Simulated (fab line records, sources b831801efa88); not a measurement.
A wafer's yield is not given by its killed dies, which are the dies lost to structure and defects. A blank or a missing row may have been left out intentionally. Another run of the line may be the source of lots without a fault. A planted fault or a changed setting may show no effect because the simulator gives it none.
fab line records + flow sky130
[record]
- lots = 5
- wafers = 15
- last-day = 49
route steps=708 shown VIA1@460 PAD_OPEN@708
lots untouched by any fault: they come from a run of this same line in which no faults occurred
start-h: hours from the record's opening day to when the first of the lot's shown wafers began + wait-h: how many hours have passed since the lot's step before this one + " same as the row above + L1.1+2: several wafers, shown together as one row + - no value, or no start was given + * or withheld: withheld + < > ~ a bound
route shown NAME@n: NAME is a module with steps in the file, n the number in the route of the first one + usual: mean and standard deviation over wafers with no fault + same: alike in all rows + chamber/n: place in a boat + sites: the reading at each site + _std_site: how widely they spread, as a standard deviation + _edge_site: inner sites' mean taken away from outer sites' mean + radius-mm: for every site, how far away it sits from the centre of the wafer + mask NAME#n: copy n + behind: the most recent tool/chamber to have shaped the wafer + hold: why the lot was held/for how many hours/how that ended + device: names the non-switching transistor (n, p or np) + end of line: the same wafers' tests at the end of the route + for a step that has no rows: nothing shown but its recipe + killed: not the wafer's yield, but the dies lost to structure and defects at the first sort + map: dies across one wafer; x = killed, . = not, _ = none there
set.NAME: the setting as run; set.NAME@STEP: as run at that earlier step + model.NAME: the simulator's own value behind a step, which no gauge read
lots at selected steps of the route; one table per step, one row per wafer
services: the hour from which a tool's chamber was out of use, counted from the record's first day as start-h (under 0 if before that day), plus the number of hours and why
[[steps]]
[step SKY_VIA1_CMP_02]
[recipe]
- material = SiO2
- down-force-psi = 4
- platen-rpm = 60
- pad-velocity-m-s = 0.94248
[usual]
- motor-current-A = 11.8/1
- slurry-filter-dp-kPa = 13.50/0.15
| lot.wafer | tool   | chamber | start-h | wait-h | motor-current-A | slurry-filter-dp-kPa |
|-----------|--------|---------|---------|--------|-----------------|----------------------|
| L564.1    | cmp-01 | 1       | 766.88  | 0.1    | 11.8            | 13.46                |
| L564.3    | "      | 2       | "       | "      | 10.9            | 13.38                |
| L564.2    | "      | 0       | "       | "      | 11.9            | 13.19                |
| L568.2    | cmp-02 | 0       | 803.76  | 0.1    | 13.0            | 13.29                |
| L568.1    | "      | 2       | "       | "      | 12.1            | 13.69                |
| L568.5    | "      | 0       | "       | "      | 13.4            | 13.22                |
| L577.3    | cmp-01 | 1       | 879.53  | 0.1    | 11.8            | 13.28                |
| L577.1    | "      | 2       | "       | "      | 11.6            | 13.92                |
| L577.5    | "      | 3       | "       | "      | 11.3            | 13.45                |
| L578.1    | cmp-01 | 1       | 890.42  | 0.1    | 12.4            | 13.51                |
| L578.4    | "      | 3       | "       | "      | 12.2            | 13.52                |
| L578.6    | "      | 1       | "       | "      | 11.6            | 13.41                |
| L579.1    | cmp-02 | 0       | 890.68  | 0.1    | 12.6            | 13.59                |
| L579.2    | "      | 1       | "       | "      | 12.9            | 13.48                |
| L579.4    | "      | 3       | "       | "      | 9.9             | 13.53                |
[step SKY_VIA1_BOW_MEAS_03]
[recipe]
- mode = bow
[usual]
- VIA1_BOW = 82/7.4
| lot.wafer | tool          | chamber | start-h | wait-h | VIA1_BOW[um] |
|-----------|---------------|---------|---------|--------|--------------|
| L564.1    | film-metro-02 | -       | 767.18  | 0.2    | 84           |
| L564.2    | "             | -       | "       | "      | 79           |
| L564.3    | "             | -       | "       | "      | 90           |
| L568.1    | film-metro-02 | -       | 804.01  | 0.1    | 86           |
| L568.2    | "             | -       | "       | "      | 78           |
| L568.5    | "             | -       | "       | "      | 85           |
| L577.1    | film-metro-04 | -       | 879.73  | 0.1    | 76           |
| L577.3    | "             | -       | "       | "      | 88           |
| L577.5    | "             | -       | "       | "      | 83           |
| L578.1    | film-metro-02 | -       | 890.67  | 0.2    | 82           |
| L578.4    | "             | -       | "       | "      | 83           |
| L578.6    | "             | -       | "       | "      | 90           |
| L579.1    | film-metro-03 | -       | 890.98  | 0.2    | 79           |
| L579.2    | "             | -       | "       | "      | 92           |
| L579.4    | "             | -       | "       | "      | 74           |
[step SKY_VIA1_DEHYDRATE_04]
[recipe]
- temp-c = 200
- time-s = 60
[step SKY_VIA1_HMDS_05]
[recipe]
- prime-time-s = 60
- prime-temp-c = 120
[step SKY_VIA1_COAT_06]
[recipe]
- resist = BARC
- temp-c = withheld
- time-s = withheld
- spin-rpm = 3000
- resist-thk-nm = 60
[step SKY_VIA1_COAT_07]
[recipe]
- resist = KrF-thick
- spin-rpm = 3000
- resist-thk-nm = 450
[step SKY_VIA1_SOFTBAKE_08]
[recipe]
- temp-c = 100
- time-s = 90
- resist = KrF-thick
[step SKY_VIA1_EXPOSE_09]
[recipe]
- mask-id = VIM
- na = 0.8
- source-shape = annular
- sigma-inner = 0.55
- sigma-outer = 0.85
- target-cd-nm = 150
- dose-mj = 38
[step SKY_VIA1_PEB_10]
[recipe]
- peb-temp-c = withheld
- peb-time-s = withheld
- resist = KrF-thick
[step SKY_VIA1_DEVELOP_11]
[recipe]
- develop-time-s = 60
- resist = KrF-thick
- dev-temp-c = 21
[step SKY_VIA1_CD_MEAS_12]
[recipe]
- target-cd-nm = 150
[usual]
- cd-nm = 149.8/1.8
| lot.wafer | tool      | chamber | start-h | wait-h | cd-nm |
|-----------|-----------|---------|---------|--------|-------|
| L564.1    | cd-sem-02 | -       | 793.59  | -      | 149.3 |
| L564.2    | "         | -       | "       | "      | 149.6 |
| L564.3    | "         | -       | "       | "      | 149.1 |
| L568.1    | cd-sem-02 | -       | 830.14  | -      | 149.0 |
| L568.2    | "         | -       | "       | "      | 149.2 |
| L568.5    | "         | -       | "       | "      | 150.0 |
| L577.1    | cd-sem-01 | -       | 905.42  | -      | 152.2 |
| L577.3    | "         | -       | "       | "      | 149.7 |
| L577.5    | "         | -       | "       | "      | 151.9 |
| L578.1    | cd-sem-01 | -       | 916.14  | -      | 147.9 |
| L578.4    | "         | -       | "       | "      | 147.4 |
| L578.6    | "         | -       | "       | "      | 147.9 |
| L579.1    | cd-sem-01 | -       | 916.82  | -      | 147.3 |
| L579.2    | "         | -       | "       | "      | 146.5 |
| L579.4    | "         | -       | "       | "      | 145.9 |
[step SKY_VIA1_OVL_MEAS_13]
[usual]
- VIA1_OVL = -6/4.9
| lot.wafer | tool       | chamber | start-h | wait-h | VIA1_OVL[nm] |
|-----------|------------|---------|---------|--------|--------------|
| L564.1    | overlay-01 | -       | 793.71  | 0.1    | -9           |
| L564.2    | "          | -       | "       | "      | -6           |
| L564.3    | "          | -       | "       | "      | -9           |
| L568.1    | overlay-02 | -       | 830.26  | 0.1    | -12          |
| L568.2    | "          | -       | "       | "      | -5           |
| L568.5    | "          | -       | "       | "      | -5           |
| L577.1    | overlay-01 | -       | 905.54  | 0.1    | -15          |
| L577.3    | "          | -       | "       | "      | -14          |
| L577.5    | "          | -       | "       | "      | -12          |
| L578.1    | overlay-02 | -       | 916.26  | 0.1    | -8           |
| L578.4    | "          | -       | "       | "      | -5           |
| L578.6    | "          | -       | "       | "      | -7           |
| L579.1    | overlay-01 | -       | 916.94  | 0.1    | -8           |
| L579.2    | "          | -       | "       | "      | -12          |
| L579.4    | "          | -       | "       | "      | -8           |
[step SKY_VIA1_ETCH_14]
[recipe]
- chemistry = N2/H2
- target = BARC
- ion-energy-ev = 200
- source-w = 500
- bias-w = 100
- pressure-mtorr = 30
- n2-flow-sccm = 100
- h2-flow-sccm = 200
- stop-on = SiO2
- time-s = 45.9
- target-depth-a = 600
[usual]
- bias-w = 99.97/0.29
- drypump-motor-current-A = 5.7/0.45
- oes-product-au = 0.854/0.0046
- throttle-valve-pct = 13.224/0.0095
| lot.wafer | tool        | chamber | start-h | wait-h | bias-w | drypump-motor-current-A | oes-product-au | rf-hours-counter-h | throttle-valve-pct |
|-----------|-------------|---------|---------|--------|--------|-------------------------|----------------|--------------------|--------------------|
| L564.1    | rie-diel-02 | 3       | 793.75  | 0.0    | 100.50 | 6.0                     | 0.851          | 15                 | 13.220             |
| L564.2    | "           | 1       | "       | "      | 99.85  | 6.7                     | 0.855          | 12                 | 13.221             |
| L564.3    | "           | 0       | "       | "      | 99.73  | 5.5                     | 0.859          | 14                 | 13.206             |
| L568.1    | rie-diel-01 | 1       | 830.30  | 0.0    | 100.37 | 5.1                     | 0.859          | 4                  | 13.211             |
| L568.2    | "           | 3       | "       | "      | 100.04 | 5.5                     | 0.848          | 6                  | 13.235             |
| L568.5    | "           | 1       | "       | "      | 99.98  | 5.1                     | 0.857          | -                  | 13.215             |
| L577.1    | rie-diel-01 | 2       | 905.58  | 0.0    | 100.21 | 5.7                     | 0.854          | 10                 | 13.237             |
| L577.3    | "           | 1       | "       | "      | 96.10  | 5.1                     | 0.848          | 6                  | 13.221             |
| L577.5    | "           | 2       | "       | "      | 100.36 | 5.7                     | 0.863          | -                  | 13.228             |
| L578.1    | rie-diel-02 | 0       | 916.30  | 0.0    | 99.75  | 5.5                     | 0.853          | 18                 | 13.224             |
| L578.4    | "           | 1       | "       | "      | 100.08 | 6.7                     | 0.859          | 15                 | 13.231             |
| L578.6    | "           | 0       | "       | "      | 99.74  | 5.4                     | 0.854          | -                  | 13.224             |
| L579.1    | rie-diel-03 | 1       | 916.98  | 0.0    | 99.60  | 6.5                     | 0.851          | 11                 | 13.238             |
| L579.2    | "           | 0       | "       | "      | 99.94  | 5.0                     | 0.863          | 5                  | 13.226             |
| L579.4    | "           | 2       | "       | "      | 99.98  | 5.4                     | 0.852          | -                  | 13.211             |
[step SKY_VIA1_ETCH_15]
[recipe]
- target = SiO2
- chemistry = C4F8/O2/Ar
- target-depth-nm = 351
- stop-on = TiN
- mask-material = KrF-thick
- source-w = 1500
- bias-w = 1200
- pressure-mtorr = 40
- c4f8-flow-sccm = withheld
- O2_flow_sccm = 6
- Ar_flow_sccm = 300
- time-s = 54
[usual]
- bias-w = 1200/3.8
- oes-product-au = 0.982/0.006
| lot.wafer | tool        | chamber | start-h | wait-h | bias-w | oes-product-au | rf-hours-counter-h |
|-----------|-------------|---------|---------|--------|--------|----------------|--------------------|
| L564.1    | rie-diel-02 | 3       | 793.79  | 0.0    | 1201   | 0.987          | 15                 |
| L564.2    | "           | 1       | "       | "      | 1196   | 0.987          | 12                 |
| L564.3    | "           | 0       | "       | "      | 1199   | 0.981          | 14                 |
| L568.1    | rie-diel-01 | 1       | 830.34  | 0.0    | 1203   | 0.984          | 4                  |
| L568.2    | "           | 3       | "       | "      | 1205   | 0.988          | 6                  |
| L568.5    | "           | 1       | "       | "      | 1205   | 0.978          | -                  |
| L577.1    | rie-diel-01 | 2       | 905.62  | 0.0    | 1198   | 0.969          | 10                 |
| L577.3    | "           | 1       | "       | "      | 1203   | 0.980          | 6                  |
| L577.5    | "           | 2       | "       | "      | 1202   | 0.982          | -                  |
| L578.1    | rie-diel-02 | 0       | 916.34  | 0.0    | 1196   | 0.980          | 18                 |
| L578.4    | "           | 1       | "       | "      | 1197   | 0.986          | 15                 |
| L578.6    | "           | 0       | "       | "      | 1201   | 0.986          | -                  |
| L579.1    | rie-diel-03 | 1       | 917.02  | 0.0    | 1196   | 0.986          | 11                 |
| L579.2    | "           | 0       | "       | "      | 1204   | 0.975          | 5                  |
| L579.4    | "           | 2       | "       | "      | 1203   | 0.986          | -                  |
[step SKY_PAD_OPEN_PROBE_99]
[usual]
- defect-limited-yield = 82.6/2.1
- killed_at_M0_to_M3 = 44/7.5
- killed_at_M4_up = 3.1/1.7
- killed-at-contacts = 24/6.2
- killed-at-front-end = 15/4.2
- killed-at-other = 0.4/0.58
- killed-dies = 85/10
- killed-on-rim = 17/4
- killed-open = 47/7.7
- killed-short = 38/6.4
- sort_bin_3_pad_short = 0.8/0.41
- sort_bin_5_function = 10.3/1.7
- sort_bin_6_memory = 6.2/1.1
- sort-n-pass = 407/10
- sort-yield-pct = 82.6/2.1
[same]
- gross-dies = 492
- killed-at-back-side = 0
- sort_bin_4_leakage[%] = 0
- sort_bin_8_speed[%] = 0
| lot.wafer | tool      | chamber | start-h | wait-h | defect-limited-yield[%] | killed_at_M0_to_M3 | killed_at_M4_up | killed-at-contacts | killed-at-front-end | killed-at-other | killed-dies | killed-on-rim | killed-open | killed-short | sort_bin_3_pad_short[%] | sort_bin_5_function[%] | sort_bin_6_memory[%] | sort-n-pass | sort-yield-pct[%] |
|-----------|-----------|---------|---------|--------|-------------------------|--------------------|-----------------|--------------------|---------------------|-----------------|-------------|---------------|-------------|--------------|-------------------------|------------------------|----------------------|-------------|-------------------|
| L564.1    | prober-02 | -       | 1073.46 | 0.1    | 81.3                    | 42                 | 1               | 32                 | 17                  | 0               | 92          | 16            | 59          | 32           | 0.4                     | 11.6                   | 6.7                  | 400         | 81.3              |
| L564.2    | prober-02 | -       | 1073.51 | 0.1    | 83.1                    | 47                 | 0               | 26                 | 9                   | 1               | 83          | 14            | 45          | 38           | 1.4                     | 9.6                    | 5.9                  | 409         | 83.1              |
| L564.3    | prober-02 | -       | 1073.56 | 0.2    | 83.5                    | 44                 | 3               | 21                 | 13                  | 0               | 81          | 12            | 41          | 40           | 1.4                     | 10.0                   | 5.1                  | 411         | 83.5              |
| L568.1    | prober-02 | -       | 1103.62 | 0.1    | 80.7                    | 61                 | 0               | 23                 | 11                  | 0               | 95          | 20            | 41          | 54           | 1.6                     | 11.0                   | 6.7                  | 397         | 80.7              |
| L568.2    | prober-02 | -       | 1103.67 | 0.1    | 83.9                    | 39                 | 2               | 20                 | 18                  | 0               | 79          | 20            | 43          | 36           | 0.2                     | 9.1                    | 6.7                  | 413         | 83.9              |
| L568.5    | prober-02 | -       | 1103.82 | 0.2    | 82.1                    | 46                 | 1               | 21                 | 20                  | 0               | 88          | 19            | 52          | 36           | 0.4                     | 12.2                   | 5.3                  | 404         | 82.1              |
| L577.1    | prober-01 | -       | 1162.09 | 0.1    | 83.1                    | 45                 | 3               | 21                 | 14                  | 0               | 83          | 10            | 45          | 36           | 1.0                     | 10.6                   | 5.3                  | 409         | 83.1              |
| L577.3    | prober-01 | -       | 1162.19 | 0.2    | 80.7                    | 43                 | 1               | 33                 | 17                  | 1               | 95          | 16            | 47          | 46           | 1.4                     | 12.4                   | 5.5                  | 397         | 80.7              |
| L577.5    | prober-01 | -       | 1162.29 | 0.2    | 80.7                    | 52                 | 2               | 27                 | 14                  | 0               | 95          | 13            | 56          | 37           | 0.2                     | 12.8                   | 6.3                  | 397         | 80.7              |
| L578.1    | prober-02 | -       | 1166.18 | 0.1    | 81.1                    | 52                 | 5               | 21                 | 15                  | 0               | 93          | 25            | 48          | 45           | 1.2                     | 10.2                   | 7.5                  | 399         | 81.1              |
| L578.4    | prober-02 | -       | 1166.33 | 0.2    | 80.1                    | 53                 | 5               | 22                 | 18                  | 0               | 98          | 22            | 55          | 43           | 1.4                     | 10.8                   | 7.7                  | 394         | 80.1              |
| L578.6    | prober-02 | -       | 1166.43 | 0.2    | 75.8                    | 58                 | 4               | 42                 | 15                  | 0               | 119         | 18            | 74          | 45           | 0.6                     | 16.5                   | 7.1                  | 373         | 75.8              |
| L579.1    | prober-01 | -       | 1167.59 | 0.1    | 84.1                    | 46                 | 5               | 18                 | 9                   | 0               | 78          | 12            | 43          | 35           | 0.4                     | 8.9                    | 6.5                  | 414         | 84.1              |
| L579.2    | prober-01 | -       | 1167.64 | 0.1    | 82.7                    | 59                 | 0               | 17                 | 9                   | 0               | 85          | 19            | 38          | 47           | 1.2                     | 11.2                   | 4.9                  | 407         | 82.7              |
| L579.4    | prober-01 | -       | 1167.74 | 0.2    | 83.3                    | 34                 | 4               | 28                 | 16                  | 0               | 82          | 16            | 46          | 36           | 0.6                     | 8.7                    | 7.3                  | 410         | 83.3              |
// killed by level:class
L564.1 VIA1:geometric-particle:open=17 CONTACT:geometric-particle:open=12 CONTACT:geometric-particle:short=10 VIA3:geometric-particle:open=7 POLY_GATE:geometric-particle:open=5 LI_CONTACT:geometric-particle:open=5 POLY_GATE:geometric-particle:short=4 LOCAL_INTERCONNECT:geometric-particle:short=4
L564.2 VIA1:geometric-particle:open=10 CONTACT:geometric-particle:short=8 METAL2:geometric-particle:short=7 METAL1:geometric-particle:short=7 CONTACT:geometric-particle:open=6 VIA2:geometric-particle:open=6 VIA3:geometric-particle:open=6 LOCAL_INTERCONNECT:geometric-particle:open=5
L564.3 METAL2:geometric-particle:short=8 VIA1:geometric-particle:open=7 VIA2:geometric-particle:open=7 CONTACT:geometric-particle:short=6 VIA3:geometric-particle:open=6 LI_CONTACT:geometric-particle:open=5 METAL1:geometric-particle:short=5 LOCAL_INTERCONNECT:geometric-particle:short=5
L568.1 METAL1:geometric-particle:short=10 LI_CONTACT:geometric-particle:open=10 VIA1:geometric-particle:open=8 VIA1:geometric-particle:short=8 METAL2:geometric-particle:short=8 VIA3:geometric-particle:short=7 VIA3:geometric-particle:open=7 CONTACT:geometric-particle:short=6
L568.2 VIA3:geometric-particle:open=10 VIA1:geometric-particle:open=7 VIA2:geometric-particle:open=6 CONTACT:geometric-particle:open=6 LOCAL_INTERCONNECT:geometric-particle:short=6 CONTACT:geometric-particle:short=5 FIELD_ISO:geometric-particle:open=4 SPACER:geometric-particle:short=4
L568.5 VIA2:geometric-particle:open=10 CONTACT:geometric-particle:open=9 LI_CONTACT:geometric-particle:open=7 METAL1:geometric-particle:short=7 VIA1:geometric-particle:short=7 VIA1:geometric-particle:open=6 FIELD_ISO:geometric-particle:short=5 FIELD_ISO:geometric-particle:open=4
L577.1 VIA1:geometric-particle:open=14 CONTACT:geometric-particle:open=7 METAL2:geometric-particle:short=7 CONTACT:geometric-particle:short=5 VIA3:geometric-particle:open=5 VIA2:geometric-particle:short=5 FIELD_ISO:geometric-particle:open=4 LI_CONTACT:geometric-particle:open=4
L577.3 CONTACT:geometric-particle:open=10 LOCAL_INTERCONNECT:geometric-particle:short=10 METAL2:geometric-particle:short=8 VIA3:geometric-particle:open=8 VIA2:geometric-particle:open=7 LI_CONTACT:geometric-particle:open=5 VIA1:geometric-particle:open=5 POLY_GATE:geometric-particle:open=4
L577.5 CONTACT:geometric-particle:open=13 VIA1:geometric-particle:open=12 METAL2:geometric-particle:short=9 LI_CONTACT:geometric-particle:open=7 VIA2:geometric-particle:open=7 VIA3:geometric-particle:open=7 VIA1:geometric-particle:short=5 FIELD_ISO:geometric-particle:open=4
L578.1 VIA1:geometric-particle:open=10 VIA2:geometric-particle:open=9 VIA3:geometric-particle:open=8 METAL2:geometric-particle:short=7 FIELD_ISO:geometric-particle:short=5 CONTACT:geometric-particle:short=5 CONTACT:geometric-particle:open=5 METAL1:geometric-particle:short=5
L578.4 VIA1:geometric-particle:open=15 LI_CONTACT:geometric-particle:open=10 METAL2:geometric-particle:short=9 CONTACT:geometric-particle:short=7 FIELD_ISO:geometric-particle:short=6 VIA2:geometric-particle:open=6 VIA3:geometric-particle:open=6 METAL1:geometric-particle:short=5
L578.6 CONTACT:geometric-particle:open=16 VIA1:geometric-particle:open=12 LI_CONTACT:geometric-particle:open=11 VIA2:geometric-particle:open=11 VIA3:geometric-particle:open=9 CONTACT:geometric-particle:short=6 VIA3:geometric-particle:short=6 FIELD_ISO:geometric-particle:open=5
L579.1 VIA1:geometric-particle:open=10 VIA3:geometric-particle:open=9 CONTACT:geometric-particle:open=8 METAL2:geometric-particle:short=7 VIA2:geometric-particle:open=5 METAL4:geometric-particle:short=5 LI_CONTACT:geometric-particle:open=4 CONTACT:geometric-particle:short=4
L579.2 VIA1:geometric-particle:open=9 CONTACT:geometric-particle:open=8 VIA1:geometric-particle:short=8 METAL1:geometric-particle:short=7 VIA2:geometric-particle:open=7 CONTACT:geometric-particle:short=6 METAL2:geometric-particle:short=6 METAL3:geometric-particle:short=6
L579.4 CONTACT:geometric-particle:open=13 VIA1:geometric-particle:open=10 METAL2:geometric-particle:short=8 POLY_GATE:geometric-particle:open=5 LOCAL_INTERCONNECT:geometric-particle:short=5 FIELD_ISO:geometric-particle:short=4 VIA2:geometric-particle:open=4 LI_CONTACT:geometric-particle:open=3
[[services]]
| tool        | chamber | start-h | hours | kind   |
|-------------|---------|---------|-------|--------|
| cmp-01      | -       | 744.17  | 4.0   | pm     |
| rie-diel-01 | 2       | 752.50  | 2.7   | repair |
| rie-diel-02 | -       | 758.98  | 1.9   | repair |
| cmp-02      | -       | 760.87  | 7.6   | pm     |
| rie-diel-03 | 1       | 773.61  | 6.8   | repair |
| cmp-02      | -       | 777.06  | 0.4   | repair |
| rie-diel-03 | -       | 784.89  | 1.7   | repair |
| cmp-02      | -       | 787.01  | 1.3   | repair |
| cmp-01      | -       | 799.99  | 0.9   | repair |
| rie-diel-01 | 2       | 804.33  | 4.3   | repair |
| rie-diel-02 | 1       | 815.38  | 6.3   | repair |
| rie-diel-02 | -       | 825.16  | 15.6  | pm     |
| rie-diel-03 | 2       | 825.67  | 1.5   | repair |
| rie-diel-03 | 2       | 833.87  | 6.1   | repair |
| cmp-02      | -       | 844.74  | 3.4   | pm     |
| rie-diel-02 | 1       | 847.68  | 1.3   | repair |
| cmp-02      | -       | 852.67  | 2.3   | repair |
| cmp-02      | -       | 861.98  | 1.3   | repair |
| rie-diel-02 | 1       | 862.06  | 12.6  | repair |
| cmp-01      | -       | 873.83  | 3.1   | repair |
| rie-diel-03 | 3       | 889.37  | 6.5   | repair |
| rie-diel-03 | 2       | 890.26  | 10.1  | repair |
| rie-diel-03 | 3       | 901.58  | 127.3 | repair |
| cmp-02      | -       | 912.14  | 4.0   | pm     |
[[key]]
[first-sign]
- step = SKY_VIA1_ETCH_14
- reading = bias-w
- direction = down
- sigmas = 13
- usual = 99.97
- struck = 96.10
effect none on later readings
met-at SKY_VIA1_ETCH_14
struck-wafers L577.3
onset-between 830.30 905.58
[fault]
- kind = process-parameter-drift
- tool = rie-diel-01
- chamber = 1
- onset-h = 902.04
- steps = SKY_VIA1_ETCH_14
- channel = bias-w
- offset = -3.7766
- shape = step
- end-h = 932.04
- acts-in = these-recipes-only
- stated = 100
